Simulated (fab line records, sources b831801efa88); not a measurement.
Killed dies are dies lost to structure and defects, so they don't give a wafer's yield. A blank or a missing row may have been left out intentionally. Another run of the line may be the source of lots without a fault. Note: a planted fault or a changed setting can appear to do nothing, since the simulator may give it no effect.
The tool behind it: which one? :: flow gf180mcu :: 42 wafers from 14 lots sampled at 3 of the route's 602 steps

== WHAT THE GAUGES READ, wafer by wafer ==
GF_M3_RS_MEAS_05: measurement is done with a four-point probe. Usual: for M3_ALCU_RS the level is 0.0695 ohm/sq and the standard deviation is 0.00081.
lot: L442
measured: day 20 15:44
on: film_metro-03
M3_ALCU_RS (ohm/sq): 0.0682 0.0696 0.0685
flag: 

lot: L443
measured: day 21 01:36
on: film_metro-03
M3_ALCU_RS (ohm/sq): 0.0704 0.0696 0.0698
flag: 

lot: L444
measured: day 21 11:01
on: film_metro-02
M3_ALCU_RS (ohm/sq): 0.0694 0.0686 0.0691
flag: 

lot: L445
measured: day 21 21:55
on: film_metro-01
M3_ALCU_RS (ohm/sq): 0.0692 0.0679 0.0684
flag: 

lot: L446
measured: day 22 04:14
on: film_metro-01
M3_ALCU_RS (ohm/sq): 0.0698 0.0688 0.0684
flag: 

lot: L448
measured: day 23 03:23
on: film_metro-02
M3_ALCU_RS (ohm/sq): 0.0699 0.0700 0.0702
flag: 

lot: L449
measured: day 23 11:35
on: film_metro-03
M3_ALCU_RS (ohm/sq): 0.0683 0.0692 0.0692
flag: 

lot: L453
measured: day 25 02:19
on: film_metro-01
M3_ALCU_RS (ohm/sq): 0.0701 0.0695 0.0700
flag: 

lot: L454
measured: day 25 07:14
on: film_metro-03
M3_ALCU_RS (ohm/sq): 0.0692 0.0691 0.0691
flag: 

lot: L459
measured: day 26 19:13
on: film_metro-02
M3_ALCU_RS (ohm/sq): 0.0710 0.0709 0.0714
flag: 

lot: L460
measured: day 27 00:37
on: film_metro-03
M3_ALCU_RS (ohm/sq): 0.0696 0.0693 0.0694
flag: 

lot: L462
measured: day 27 15:19
on: film_metro-01
M3_ALCU_RS (ohm/sq): 0.0694 0.0695 0.0698
flag: 

lot: L463
measured: day 27 20:50
on: film_metro-01
M3_ALCU_RS (ohm/sq): 0.0681 0.0688 0.0684
flag: 

lot: L464
measured: day 28 08:11
on: film_metro-03
M3_ALCU_RS (ohm/sq): 0.0708 0.0709 0.0710
flag: 

GF_M3_CD_MEAS_14: the cd target is 280 nm. Usual: cd_nm at 280.5 nm, with a standard deviation of 1.2.
lot: L442
measured: day 21 15:36
on: cd_sem-01
cd_nm (nm): 281.3 281.9 281.1
flag: 

lot: L443
measured: day 22 01:28
on: cd_sem-02
cd_nm (nm): 279.1 279.8 278.9
flag: 

lot: L444
measured: day 22 10:45
on: cd_sem-02
cd_nm (nm): 278.3 279.3 278.4
flag: 

lot: L445
measured: day 22 21:19
on: cd_sem-01
cd_nm (nm): 280.3 279.8 278.8
flag: 

lot: L446
measured: day 23 03:04
on: cd_sem-02
cd_nm (nm): 281.2 280.8 281.1
flag: 

lot: L448
measured: day 24 02:13
on: cd_sem-01
cd_nm (nm): 280.8 279.7 279.7
flag: 

lot: L449
measured: day 24 09:34
on: cd_sem-01
cd_nm (nm): 280.4 280.9 279.8
flag: 

lot: L453
measured: day 25 22:57
on: cd_sem-02
cd_nm (nm): 279.7 281.2 281.2
flag: 

lot: L454
measured: day 26 04:09
on: cd_sem-01
cd_nm (nm): 283.5 281.8 283.1
flag: 

lot: L459
measured: day 27 15:18
on: cd_sem-01
cd_nm (nm): 281.4 281.5 281.6
flag: 

lot: L460
measured: day 27 20:36
on: cd_sem-01
cd_nm (nm): 280.9 279.9 279.0
flag: 

lot: L462
measured: day 28 10:42
on: cd_sem-01
cd_nm (nm): 279.7 280.0 280.1
flag: 

lot: L463
measured: day 28 15:57
on: cd_sem-01
cd_nm (nm): 280.1 280.0 279.8
flag: 

lot: L464
measured: day 29 02:52
on: cd_sem-01
cd_nm (nm): 280.6 281.7 282.7
flag: 

GF_V3_THK_MEAS_01. Usual: for V3_CVD_00_THK the level is 603 nm and the standard deviation is 6.8.
lot: L442
measured: day 21 16:28
on: film_metro-02
V3_CVD_00_THK (nm): 592 596 598
flag: 

lot: L443
measured: day 22 02:20
on: film_metro-02
V3_CVD_00_THK (nm): 600 609 617
flag: 

lot: L444
measured: day 22 11:49
on: film_metro-02
V3_CVD_00_THK (nm): 610 603 609
flag: 

lot: L445
measured: day 22 22:10
on: film_metro-02
V3_CVD_00_THK (nm): 608 600 598
flag: 

lot: L446
measured: day 23 03:55
on: film_metro-04
V3_CVD_00_THK (nm): 598 603 611
flag: 

lot: L448
measured: day 24 03:07
on: film_metro-04
V3_CVD_00_THK (nm): 594 596 592
flag: 

lot: L449
measured: day 24 10:32
on: film_metro-02
V3_CVD_00_THK (nm): 598 606 601
flag: 

lot: L453
measured: day 25 23:49
on: film_metro-03
V3_CVD_00_THK (nm): 611 606 604
flag: 

lot: L454
measured: day 26 05:01
on: film_metro-04
V3_CVD_00_THK (nm): 612 617 606
flag: 

lot: L459
measured: day 27 16:37
on: film_metro-02
V3_CVD_00_THK (nm): 592 591 593
flag: 

lot: L460
measured: day 27 21:31
on: film_metro-03
V3_CVD_00_THK (nm): 595 595 588
flag: 

lot: L462
measured: day 28 11:35
on: film_metro-02
V3_CVD_00_THK (nm): 602 607 610
flag: 

lot: L463
measured: day 28 16:49
on: film_metro-02
V3_CVD_00_THK (nm): 590 594 601
flag: 

lot: L464
measured: day 29 03:45
on: film_metro-02
V3_CVD_00_THK (nm): 596 599 594
flag: 

== EACH LOT AND THE TOOL THAT RAN IT (in order: tool; ch and the chambers of the sampled wafers; start) ==
There is no process step in the record ahead of these readings.

== WHAT THE TOOLS THEMSELVES READ (means of the sampled wafers that have a number; where no wafer has one, the mark that the record gives instead) ==
The record holds no such reading with a usual standard deviation.

== THE ANSWER, worked out from the rows above alone ==
Rule: a lot counts as off when the mean over its wafers that have a number is more than 3 standard deviations away from the usual mean. A lot without any number at a reading at which 4 lots or more have one is off too. Any other lot the step has rows for is counted as sound. First the gauges in route order, then the tools' own readings, where a lot's mean is used as printed above. At the first step where some lot is off, the reading lying furthest off is the one used; lots without a number count as furthest.
Nothing can be told from this: no lot is off at any reading shown.

== WHAT WAS PUT IN BY THE SIMULATOR ==
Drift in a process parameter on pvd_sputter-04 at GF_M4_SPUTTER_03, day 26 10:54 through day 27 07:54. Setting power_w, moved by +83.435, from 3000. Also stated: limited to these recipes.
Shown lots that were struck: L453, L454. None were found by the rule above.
